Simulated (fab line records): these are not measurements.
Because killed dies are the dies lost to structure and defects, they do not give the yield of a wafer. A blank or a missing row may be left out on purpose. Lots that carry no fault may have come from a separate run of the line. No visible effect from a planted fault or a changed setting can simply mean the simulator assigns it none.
The tool behind it: which one? / flow gf180mcu / 35 wafers sampled from 12 lots at 1 step of a route of 602

WHAT THE GAUGES SHOWED, per wafer
GF_V4_OVL_MEAS_15.
lot=L591; measured=day 24 19:23; on=overlay-01; V4_OVL (nm)=-7 2 -1
lot=L595; measured=day 25 17:37; on=overlay-01; V4_OVL (nm)=6 -6
lot=L596; measured=day 25 22:58; on=overlay-02; V4_OVL (nm)=4 1 1
lot=L605; measured=day 29 08:23; on=overlay-01; V4_OVL (nm)=3 2 3
lot=L606; measured=day 29 08:44; on=overlay-01; V4_OVL (nm)=-1 2 -3
lot=L607; measured=day 29 15:56; on=overlay-02; V4_OVL (nm)=2 1 -3
lot=L609; measured=day 30 01:35; on=overlay-01; V4_OVL (nm)=3 -5 -3
lot=L608; measured=day 30 02:54; on=overlay-02; V4_OVL (nm)=-4 0 -3
lot=L610; measured=day 30 06:18; on=overlay-01; V4_OVL (nm)=0 1 -5
lot=L611; measured=day 30 14:29; on=overlay-01; V4_OVL (nm)=0 0 1
lot=L612; measured=day 30 16:00; on=overlay-01; V4_OVL (nm)=9 0 4
lot=L613; measured=day 31 03:27; on=overlay-01; V4_OVL (nm)=-1 9 6

WHAT TOOL EACH LOT RAN ON (gives the tool, then ch and the chambers of the sampled wafers, and finally the start)
Before these readings, the record contains no process step.

AS READ BY THE TOOLS THEMSELVES (means over the sampled wafers that have a number; for cases with no such wafer, the mark the record gives instead)
The record holds no such reading with a usual standard deviation.

THE ANSWER, worked out from the rows above alone
Rule: the usual values come from the lots themselves. The widest of any qualifying gaps counts: lots, ordered by their means at a reading, are off when they make up no more than a third of the lots, leave a main group of 4 or more, and stand apart from it by 3 or more times the standard deviation of that group's means. Not used: any main group whose means are identical at the precision the tables above print for the reading. A lot without any number at a reading at which 4 lots or more have one is off too. All remaining lots with rows at the step are treated as sound. The gauges are gone through in route order, then the tools' own readings, and for those a lot's mean is taken as printed above. The first step at which some lot is off is used, and at that step the reading that is off furthest; a lot without a number counts as furthest.
No lot is off on any of the readings shown, so nothing can be concluded from this.

WHAT HAD BEEN PUT IN BY THE SIMULATOR
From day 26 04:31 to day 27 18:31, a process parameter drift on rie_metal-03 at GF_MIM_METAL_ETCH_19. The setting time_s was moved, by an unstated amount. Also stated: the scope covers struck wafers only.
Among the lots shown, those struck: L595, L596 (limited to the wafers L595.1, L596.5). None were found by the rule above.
